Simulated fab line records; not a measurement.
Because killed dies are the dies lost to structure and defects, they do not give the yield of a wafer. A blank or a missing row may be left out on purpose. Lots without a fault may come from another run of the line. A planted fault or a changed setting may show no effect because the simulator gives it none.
What tool caused it? | flow sky130 | Sampling: 13 lots, 39 wafers, 5 of 708 route steps

== WHAT THE GAUGES READ, wafer by wafer ==
SKY_LDD_P_TW_MEAS_11. Usual: LDD_P_TW gives 628 (standard deviation 3.8).
lot  | measured     | on            | LDD_P_TW    | flag
L865 | day 20 12:04 | film metro-04 | 635 634 635 |
L866 | day 20 14:52 | film metro-03 | 631 628 628 |
L867 | day 20 15:10 | film metro-02 | 631 631 629 |
L870 | day 20 15:10 | film metro-03 | 628 626 623 |
L871 | day 21 18:19 | film metro-02 | 624 626 628 |
L872 | day 21 20:25 | film metro-04 | 639 636 638 |
L877 | day 23 14:15 | film metro-03 | 628 630 628 |
L879 | day 23 23:30 | film metro-02 | 629 625 626 |
L880 | day 24 08:58 | film metro-03 | 628 629 629 |
L882 | day 25 06:21 | film metro-03 | 626 627 629 |
L885 | day 26 08:01 | film metro-02 | 621 624 624 |
L886 | day 26 16:52 | film metro-02 | 622 624 626 |
L887 | day 26 20:30 | film metro-02 | 623 626 625 |

SKY_LDD_LDN_TW_MEAS_13. Usual: LDD_LDN_TW gives 1473 (standard deviation 19).
lot  | measured     | on            | LDD_LDN_TW                    | flag
L865 | day 24 06:47 | film metro-01 | 1507 1506 1505                |
L866 | day 24 10:11 | film metro-04 | 1476 1476 1480                |
L867 | day 24 10:29 | film metro-02 | 1467 1456 1459                |
L870 | day 24 11:53 | film metro-01 | 1509 1500 1508                |
L871 | day 25 13:38 | film metro-02 | 1456 1471 1463                |
L872 | day 25 15:01 | film metro-02 | 1573 1558 1561 1563 1563 1567 | OFF
L877 | day 27 06:20 | film metro-02 | 1460 1457 1462                |
L879 | day 27 15:51 | film metro-02 | 1561 1567 1565 1559 1567 1565 | OFF
L880 | day 28 01:18 | film metro-04 | 1480 1477 1484                |
L882 | day 28 21:11 | film metro-02 | 1471 1464 1463                |
L885 | day 29 20:59 | film metro-04 | 1473 1461 1472                |
L886 | day 30 05:29 | film metro-01 | 1506 1510 1506                |
L887 | day 30 10:02 | film metro-02 | 1474 1472 1460                |

== WHICH TOOL RAN EACH LOT (tool, then ch and the chambers of the sampled wafers, then the start) ==
lot  | SKY_POLY_GATE_ETCH_15              | SKY_LDD_LDN_IMPLANT_10          | SKY_LDD_LDN_STRIP_12
L865 | rie diel-03 ch 0,1,2, day 17 20:45 | implanter-02 ch 0, day 24 06:24 | plasma asher-03 ch 1, day 24 06:41
L866 | rie diel-03 ch 0,1,3, day 17 21:33 | implanter-02 ch 0, day 24 09:49 | plasma asher-04 ch 0,1, day 24 10:05
L867 | rie diel-04 ch 0,2,3, day 17 22:10 | implanter-01 ch 0, day 24 10:06 | plasma asher-01 ch 1, day 24 10:23
L870 | rie diel-01 ch 0,1, day 17 22:17   | implanter-04 ch 0, day 24 11:29 | plasma asher-01 ch 0,1, day 24 11:47
L871 | rie diel-03 ch 0,1,2, day 19 01:01 | implanter-01 ch 0, day 25 13:14 | plasma asher-01 ch 0,1, day 25 13:32
L872 | rie diel-01 ch 0,2,3, day 19 04:00 | implanter-01 ch 0, day 25 14:19 | plasma asher-04 ch 0,1, day 25 14:54
L877 | rie diel-04 ch 0,1,3, day 20 21:54 | implanter-01 ch 0, day 27 05:56 | plasma asher-04 ch 0,1, day 27 06:14
L879 | rie diel-01 ch 1,2,3, day 21 08:21 | implanter-01 ch 0, day 27 15:08 | plasma asher-01 ch 0,1, day 27 15:45
L880 | rie diel-04 ch 0,3, day 21 17:46   | implanter-04 ch 0, day 28 00:56 | plasma asher-04 ch 0,1, day 28 01:13
L882 | rie diel-04 ch 0,1, day 22 14:46   | implanter-02 ch 0, day 28 20:47 | plasma asher-01 ch 0,1, day 28 21:05
L885 | rie diel-01 ch 0,1,2, day 23 17:24 | implanter-02 ch 0, day 29 20:35 | plasma asher-04 ch 0,1, day 29 20:53
L886 | rie diel-03 ch 1,2, day 24 02:27   | implanter-02 ch 0, day 30 05:05 | plasma asher-04 ch 0,1, day 30 05:23
L887 | rie diel-01 ch 1,2, day 24 05:45   | implanter-02 ch 0, day 30 09:38 | plasma asher-04 ch 0,1, day 30 09:56
- SKY_POLY_GATE_ETCH_15: etches BARC in N2/H2, stops on SiO2, time 118.5 s, target depth 110 nm.
- SKY_LDD_LDN_IMPLANT_10
- SKY_LDD_LDN_STRIP_12: strips in O2/N2.

== AS READ BY THE TOOLS THEMSELVES (means over the sampled wafers that have a number; for cases with no such wafer, the mark the record gives instead) ==
SKY_POLY_GATE_ETCH_15. Usual: drypump motor current A 5.6 A, standard deviation 0.39; oes product au 0.715 a.u., standard deviation 0.0047; throttle valve pct 13.213 %, standard deviation 0.0099.
lot  | tool        | drypump motor current A (A) | oes product au (a.u.) | throttle valve pct (%) | flag
L865 | rie diel-03 | 5.5                         | 0.714                 | 13.215                 |
L866 | rie diel-03 | 5.2                         | 0.717                 | 13.216                 |
L867 | rie diel-04 | 6.1                         | 0.713                 | 13.214                 |
L870 | rie diel-01 | 5.7                         | 0.716                 | 13.206                 |
L871 | rie diel-03 | 5.4                         | 0.713                 | 13.209                 |
L872 | rie diel-01 | 5.8                         | 0.717                 | 13.212                 |
L877 | rie diel-04 | 6.0                         | 0.722                 | 13.206                 |
L879 | rie diel-01 | 5.7                         | 0.714                 | 13.217                 |
L880 | rie diel-04 | 6.0                         | 0.711                 | 13.216                 |
L882 | rie diel-04 | 6.2                         | 0.715                 | 13.215                 |
L885 | rie diel-01 | 5.8                         | 0.715                 | 13.209                 |
L886 | rie diel-03 | 5.6                         | 0.719                 | 13.214                 |
L887 | rie diel-01 | 5.9                         | 0.711                 | 13.222                 |

SKY_LDD_LDN_STRIP_12. Usual: drypump motor current A 5.9 A, standard deviation 0.4; oes product au 0.716 a.u., standard deviation 0.0047; strip time to endpoint s 14.19 s, standard deviation 0.04.
lot  | tool            | drypump motor current A (A) | oes product au (a.u.) | strip time to endpoint s (s) | flag
L865 | plasma asher-03 | 5.3                         | 0.716                 | 14.17                        |
L866 | plasma asher-04 | 6.0                         | 0.720                 | 14.26                        |
L867 | plasma asher-01 | 5.6                         | 0.715                 | 14.22                        |
L870 | plasma asher-01 | 6.0                         | 0.719                 | 14.13                        |
L871 | plasma asher-01 | 5.9                         | 0.716                 | 14.19                        |
L872 | plasma asher-04 | 6.0                         | 0.713                 | 14.16                        |
L877 | plasma asher-04 | 6.0                         | 0.716                 | 14.15                        |
L879 | plasma asher-01 | 5.8                         | 0.713                 | 14.18                        |
L880 | plasma asher-04 | 6.0                         | 0.720                 | 14.12                        |
L882 | plasma asher-01 | 5.9                         | 0.714                 | 14.18                        |
L885 | plasma asher-04 | 6.3                         | 0.723                 | 14.23                        |
L886 | plasma asher-04 | 6.3                         | 0.714                 | 14.20                        |
L887 | plasma asher-04 | 6.0                         | 0.715                 | 14.21                        |

== THE ANSWER, worked out from the rows above alone ==
Rule: take the mean of a lot's wafers that have a number; if it is more than 3 standard deviations from the usual mean, the lot is off. A lot without any number at a reading at which 4 lots or more have one is off too. Where the step has rows for the other lots, those lots are counted as sound. The gauges are gone through in route order, then the tools' own readings, and for those a lot's mean is taken as printed above. At the first step where some lot is off, the reading lying furthest off is the one used; lots without a number count as furthest.
Off: L872, L879, seen at SKY_LDD_LDN_TW_MEAS_13 (LDD_LDN_TW).
A tool fits if, at a process step before that reading, it ran every lot that is off, and no sound lot after the first of them. The gauges at SKY_LDD_LDN_TW_MEAS_13 are tried like those tools. No candidate that was tried fits.

== WHAT THE SIMULATOR HAD PUT IN ==
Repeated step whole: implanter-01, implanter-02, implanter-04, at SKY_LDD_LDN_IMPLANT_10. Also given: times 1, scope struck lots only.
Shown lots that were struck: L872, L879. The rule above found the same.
